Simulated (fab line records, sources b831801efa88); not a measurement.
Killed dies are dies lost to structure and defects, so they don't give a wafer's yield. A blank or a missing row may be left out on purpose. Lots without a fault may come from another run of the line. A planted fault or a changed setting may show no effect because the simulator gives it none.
Which tool did it? | flow sky130 | 13 lots, 39 wafers sampled, at 3 steps of a route of 708

WHAT THE GAUGES READ, wafer by wafer
The record holds no reading of a measuring or inspecting step that can be judged against a usual standard deviation.

WHICH TOOL RAN EACH LOT (tool, then ch and the chambers of the sampled wafers, then the start)
lot  | SKY_METAL4_ETCH_16                | SKY_METAL4_STRIP_19                  | SKY_PAD_OPEN_PROBE_99
L846 | rie_metal-01 ch 0,1, day 41 14:41 | plasma_asher-04 ch 0, day 41 15:09   | -
L847 | rie_metal-03 ch 0,1, day 41 16:17 | plasma_asher-01 ch 0,1, day 41 16:35 | -
L848 | rie_metal-03 ch 0, day 42 01:50   | plasma_asher-01 ch 1, day 42 02:13   | -
L849 | rie_metal-02 ch 0,1, day 42 05:47 | plasma_asher-04 ch 0, day 42 06:05   | -
L850 | rie_metal-03 ch 0,1, day 42 18:32 | plasma_asher-03 ch 0,1, day 42 18:50 | -
L851 | rie_metal-02 ch 0,1, day 43 03:00 | plasma_asher-03 ch 0,1, day 43 03:17 | -
L853 | rie_metal-01 ch 0,1, day 43 16:46 | plasma_asher-01 ch 0,1, day 43 17:04 | -
L855 | rie_metal-01 ch 0, day 44 11:29   | plasma_asher-01 ch 1, day 44 11:47   | -
L856 | rie_metal-03 ch 0,1, day 44 18:18 | plasma_asher-01 ch 0,1, day 44 18:35 | -
L857 | rie_metal-02 ch 0,1, day 44 23:33 | plasma_asher-03 ch 0,1, day 44 23:50 | -
L858 | rie_metal-03 ch 0,1, day 45 02:45 | plasma_asher-03 ch 0,1, day 45 03:02 | -
L859 | rie_metal-03 ch 1, day 45 20:07   | plasma_asher-04 ch 1, day 45 20:24   | -
L860 | rie_metal-03 ch 0,1, day 46 05:11 | plasma_asher-04 ch 0,1, day 46 05:29 | prober-02, day 49 16:28
- SKY_METAL4_ETCH_16: etches BARC in N2/H2, stops on SiO2, time 88.2 s, target depth 60 nm.
- SKY_METAL4_STRIP_19: strips in O2/N2.
- SKY_PAD_OPEN_PROBE_99

WHAT THE TOOLS THEMSELVES READ (means of the sampled wafers that have a number; where no wafer has one, the mark that the record gives instead)
SKY_METAL4_ETCH_16.
lot  | tool         | chamber_pressure_mTorr (mTorr) | drypump_motor_current_A (A) | oes_product_au (a.u.) | run_length_s (s) | throttle_valve_pct (%)
L846 | rie_metal-01 | 30.018                         | 5.92                        | 0.626                 | 116.4            | 13.200
L847 | rie_metal-03 | 30.015                         | 5.77                        | 0.625                 | 116.6            | 13.211
L848 | rie_metal-03 | 29.991                         | 5.51                        | 0.631                 | 116.6            | 13.198
L849 | rie_metal-02 | 30.007                         | 5.96                        | 0.624                 | 116.9            | 13.207
L850 | rie_metal-03 | 29.989                         | 5.63                        | 0.630                 | 116.6            | 13.215
L851 | rie_metal-02 | 29.971                         | 6.00                        | 0.625                 | 116.4            | 13.213
L853 | rie_metal-01 | 30.004                         | 5.92                        | 0.629                 | 116.4            | 13.197
L855 | rie_metal-01 | 29.990                         | 6.01                        | 0.626                 | 116.7            | 13.200
L856 | rie_metal-03 | 29.982                         | 5.67                        | 0.622                 | 116.6            | 13.200
L857 | rie_metal-02 | 29.978                         | 5.98                        | 0.627                 | 116.5            | 13.208
L858 | rie_metal-03 | 30.024                         | 5.78                        | 0.623                 | 116.8            | 13.208
L859 | rie_metal-03 | 29.985                         | 5.95                        | 0.622                 | 116.8            | 13.202
L860 | rie_metal-03 | 30.013                         | 5.79                        | 0.730                 | 105.6            | 13.215

SKY_METAL4_STRIP_19.
lot  | tool            | chamber_pressure_mTorr (mTorr) | drypump_motor_current_A (A) | oes_product_au (a.u.) | strip_time_to_endpoint_s (s)
L846 | plasma_asher-04 | 1500.0                         | 6.36                        | 0.499                 | 6.56
L847 | plasma_asher-01 | 1500.2                         | 6.19                        | 0.500                 | 6.40
L848 | plasma_asher-01 | 1499.4                         | 6.37                        | 0.503                 | 6.56
L849 | plasma_asher-04 | 1500.6                         | 6.34                        | 0.494                 | 6.32
L850 | plasma_asher-03 | 1498.6                         | 6.10                        | 0.494                 | 6.49
L851 | plasma_asher-03 | 1498.8                         | 6.09                        | 0.504                 | 6.51
L853 | plasma_asher-01 | 1499.6                         | 6.02                        | 0.506                 | 6.56
L855 | plasma_asher-01 | 1499.2                         | 6.39                        | 0.498                 | 6.46
L856 | plasma_asher-01 | 1500.8                         | 6.01                        | 0.496                 | 6.54
L857 | plasma_asher-03 | 1500.7                         | 6.03                        | 0.497                 | 6.47
L858 | plasma_asher-03 | 1500.6                         | 6.04                        | 0.501                 | 6.52
L859 | plasma_asher-04 | 1498.9                         | 6.26                        | 0.500                 | 6.55
L860 | plasma_asher-04 | 1499.5                         | 6.28                        | 0.506                 | 6.61

SKY_PAD_OPEN_PROBE_99.
lot  | tool      | defect_limited_yield (%) | killed_at_M0_to_M3 | killed_at_M4_up | killed_at_contacts | killed_at_front_end | killed_at_other | killed_dies | killed_open | killed_short | sort_bin_3_pad_short (%) | sort_bin_5_function (%) | sort_bin_6_memory (%) | sort_n_pass | sort_yield_pct (%)
L860 | prober-02 | 80.5                     | 48                 | 3.0             | 27                 | 18                  | 0.0             | 96          | 51          | 45           | 0.2                      | 12.0                    | 7.3                   | 396         | 80.5

THE ANSWER, worked out from the rows above alone
Rule: what is usual is taken from the lots themselves. Put in order of their means at a reading, lots are off if they are a third of the lots or fewer, leave a main group of 4 or more, and stand apart from it by a gap of 3 or more times the standard deviation of the main group's means; of several such gaps the widest counts. A main group whose means are all the same, to the digits that the tables above print for the reading, isn't used. A lot without any number at a reading at which 4 lots or more have one is off too. The other lots that the step has rows for count as sound. The gauges are gone through in route order, then the tools' own readings, and for those a lot's mean is taken as printed above. The first step at which some lot is off is used, and at that step the reading that is off furthest; a lot without a number counts as furthest.
Off: L860, at SKY_METAL4_ETCH_16 (run_length_s). The main group: mean 116.6 s, standard deviation 0.16.
A tool fits if, at that step or a process step before it, it ran every lot that is off, and no sound lot after the first of them. One fits: rie_metal-03 at SKY_METAL4_ETCH_16. Its last sound lot is L859 (day 45 20:07), its first lot that is off L860 (day 46 05:11): a fault that began between those two fits.
The tool's own readings at SKY_METAL4_ETCH_16 bear it out: on the lots that are off they differ by more than 5 times the standard deviation of the sound lots' means. oes_product_au reads 0.730 a.u. there against 0.626 a.u. on the sound lots; run_length_s reads 105.6 s there against 116.6 s on the sound lots.

WHAT THE SIMULATOR HAD PUT IN
Process parameter drift: rie_metal-03, from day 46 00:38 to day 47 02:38, at SKY_METAL4_ETCH_16. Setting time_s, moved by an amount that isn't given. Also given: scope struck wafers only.
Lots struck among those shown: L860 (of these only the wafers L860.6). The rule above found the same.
